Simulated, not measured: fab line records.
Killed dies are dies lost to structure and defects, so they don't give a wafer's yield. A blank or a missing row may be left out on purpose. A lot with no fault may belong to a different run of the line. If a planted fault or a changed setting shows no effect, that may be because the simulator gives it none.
A struck lot beside a sound one -- flow sky130 -- 44 steps out of a route of 708
Sound: these wafers, L714.1, L714.4, L714.6. The struck wafers were L722.3, L722.5, L722.6. The cause is given at the end.
For every step that has rows: the tool of each side, followed by ch and its chambers, followed by its first start. Under that, the readings that differ: sound wafers -- struck wafers -- difference of the means -- sigmas: that difference in standard deviations of wafers without a fault.
alike: readings with means less than 2 such deviations apart, plus words and numbers identical on both sides. not compared: withheld readings, readings lacking a value on some wafer, bounds such as >300 that could conceal the same value, and numbers that have no deviation in the record and whose values overlap.
The two part at a step that has a row with sigmas, a row that says differs or no value, or rows on one side only. Numbers that have no deviation but don't overlap get no sigmas and don't part them. Lack of a reading on every wafer of one side parts them only where that side has two or more wafers.

first, 2 steps without rows for these wafers: SKY_DNWELL_DEVELOP_06 (develop time 60 s); SKY_DNWELL_IMPLANT_07.
SKY_DNWELL_STRIP_08: strips in O2/N2.
  sound on plasma asher-02 ch 0,1, day 4 11:01; struck on plasma asher-02 ch 0,1, day 6 08:34
  alike: chamber pressure mTorr, drypump motor current A, oes product au, strip time to endpoint s
  not compared: rf hours counter h
SKY_DNWELL_TW_MEAS_09:
  struck on film metro-03, day 6 08:40; sound on film metro-03, day 4 11:07
  alike: DNWELL_TW
then, 7 steps without rows for these wafers: SKY_PWDE_DEHYDRATE_00 (time 60 s); SKY_PWDE_HMDS_01 (prime time 60 s); SKY_PWDE_COAT_02 (resist thk 3000 nm); SKY_PWDE_SOFTBAKE_03; SKY_PWDE_EXPOSE_04 (exposes mask PWDEM, target cd 840 nm); SKY_PWDE_PEB_05; SKY_PWDE_DEVELOP_06 (develop time 60 s).
SKY_PWDE_OVL_MEAS_07:
  struck on overlay-01, day 7 04:10; sound on overlay-02, day 5 04:55
  alike: PWDE_OVL
SKY_PWDE_IMPLANT_08:
  sound on implanter-03 ch 0, day 5 04:57; struck on implanter-03 ch 0, day 7 04:15
reading,sound,struck,difference,sigmas
beam on s (s),9.66 9.73 10.32,13.50 13.22 13.25,+3.42,+17
faraday current uA,21.0 20.8 19.8,15.0 15.3 15.4,-5.3,-13
SKY_PWDE_STRIP_09: strips in O2/N2.
  sound on plasma asher-01 ch 0,1, day 5 05:06; struck on plasma asher-04 ch 0,1, day 7 04:23
  alike: chamber pressure mTorr, drypump motor current A, oes product au, strip time to endpoint s
  not compared: rf hours counter h
SKY_PWDE_TW_MEAS_10:
  struck on film metro-02, day 7 04:28; sound on film metro-01, day 5 05:12
reading,sound,struck,difference,sigmas
PWDE_TW,382 381 379,413 411 412,+31,+7
then, 7 steps without rows for these wafers: SKY_NWELL_DEHYDRATE_03 (time 60 s); SKY_NWELL_HMDS_04 (prime time 60 s); SKY_NWELL_COAT_05 (resist thk 3000 nm); SKY_NWELL_SOFTBAKE_06; SKY_NWELL_EXPOSE_07 (exposes mask NWM, target cd 840 nm); SKY_NWELL_PEB_08; SKY_NWELL_DEVELOP_09 (develop time 60 s).
SKY_NWELL_OVL_MEAS_10:
  struck on overlay-02, day 7 22:55; sound on overlay-01, day 5 22:22
  alike: NWELL_00_OVL
then, 3 steps without rows for these wafers: SKY_NWELL_IMPLANT_11; SKY_NWELL_IMPLANT_12; SKY_NWELL_IMPLANT_13.
SKY_NWELL_STRIP_14: strips in O2/N2.
  sound on plasma asher-02 ch 0,1, day 5 22:51; struck on plasma asher-02 ch 0,1, day 7 23:26
  alike: chamber pressure mTorr, drypump motor current A, oes product au, strip time to endpoint s
  not compared: rf hours counter h
SKY_NWELL_TW_MEAS_15:
  struck on film metro-01, day 7 23:31; sound on film metro-01, day 5 22:57
  alike: NWELL_TW
then, 7 steps without rows for these wafers: SKY_NWELL_DEHYDRATE_16 (time 60 s); SKY_NWELL_HMDS_17 (prime time 60 s); SKY_NWELL_COAT_18 (resist thk 3000 nm); SKY_NWELL_SOFTBAKE_19; SKY_NWELL_EXPOSE_20 (exposes mask NWM COMPLEMENT, target cd 840 nm); SKY_NWELL_PEB_21; SKY_NWELL_DEVELOP_22 (develop time 60 s).
SKY_NWELL_OVL_MEAS_23:
  struck on overlay-01, day 8 20:37; sound on overlay-01, day 6 17:04
reading,sound,struck,difference,sigmas
NWELL_01_OVL (nm),-0.6 -1.8 -1.3,2.0 2.2 2.2,+3.4,+2
next, for these wafers, 1 step has no rows: SKY_NWELL_IMPLANT_24.
SKY_NWELL_STRIP_25: strips in O2/N2.
  sound on plasma asher-01 ch 0,1, day 6 17:15; struck on plasma asher-03 ch 0,1, day 8 20:50
  alike: chamber pressure mTorr, drypump motor current A, oes product au, strip time to endpoint s
  not compared: rf hours counter h
SKY_NWELL_TW_MEAS_26:
  struck on film metro-02, day 8 20:55; sound on film metro-01, day 6 17:21
  alike: NWELL_2_TW
then, 1 step without rows for these wafers: SKY_NWELL_CLEAN_27 (cleans in SC1/SC2, time 150 s).
SKY_NWELL_RTA_28: time 30 s.
  sound on rtp anneal-02 ch 0, day 6 17:28; struck on rtp anneal-02 ch 0, day 8 21:02
  alike: anneal temp c max, lamp power pct, wafer_temp_C_max
SKY_NWELL_RS_MEAS_29: measurement is done with a four-point probe.
  struck on film metro-02, day 8 21:09; sound on film metro-03, day 6 17:34
  alike: NWELL_RS
SKY_NWELL_RS_MEAS_31: measurement is done with a four-point probe.
  struck on film metro-02, day 8 21:23; sound on film metro-03, day 6 17:48
reading,sound,struck,difference,sigmas
PWDE_RS (ohm/sq),5287 5265 5275,4200 4207 4222,-1066,-59
-- the record jumps here: 40 days lie between the struck wafers' starts before and after (it left off in module NWELL and takes up again in module PAD_OPEN, whose first step shown is number 708 of the route) --
SKY_PAD_OPEN_PROBE_99:
  struck on prober-02, day 49 04:41; sound on prober-02, day 47 12:13
reading,sound,struck,difference,sigmas
model.etest.res_p_drift_20v.line ohm um,1.036e+04 1.119e+04 1.143e+04,8765 8883 8825,-2169,
model.etest.res_p_drift_20v.rs ohm sq,8718 9304 9373,7195 7316 7313,-1857,
model.etest.res pwde under gate.rs ohm sq,6199 6210 6176,4766 4810 4786,-1408,
  alike: killed_at_M0_to_M3, killed_at_M4_up, killed at contacts, killed at front end, killed at other, killed dies, killed open, killed short

== WHERE THEY PART ==
At SKY_PWDE_IMPLANT_08 first; at SKY_NWELL_RS_MEAS_31 last (within this record only). Later steps at which nothing parts them and some readings are alike: SKY_PAD_OPEN_PROBE_99.

WHY: what the simulator had put in
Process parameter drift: implanter-03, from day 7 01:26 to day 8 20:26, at SKY_PWDE_IMPLANT_08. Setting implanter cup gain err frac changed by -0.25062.
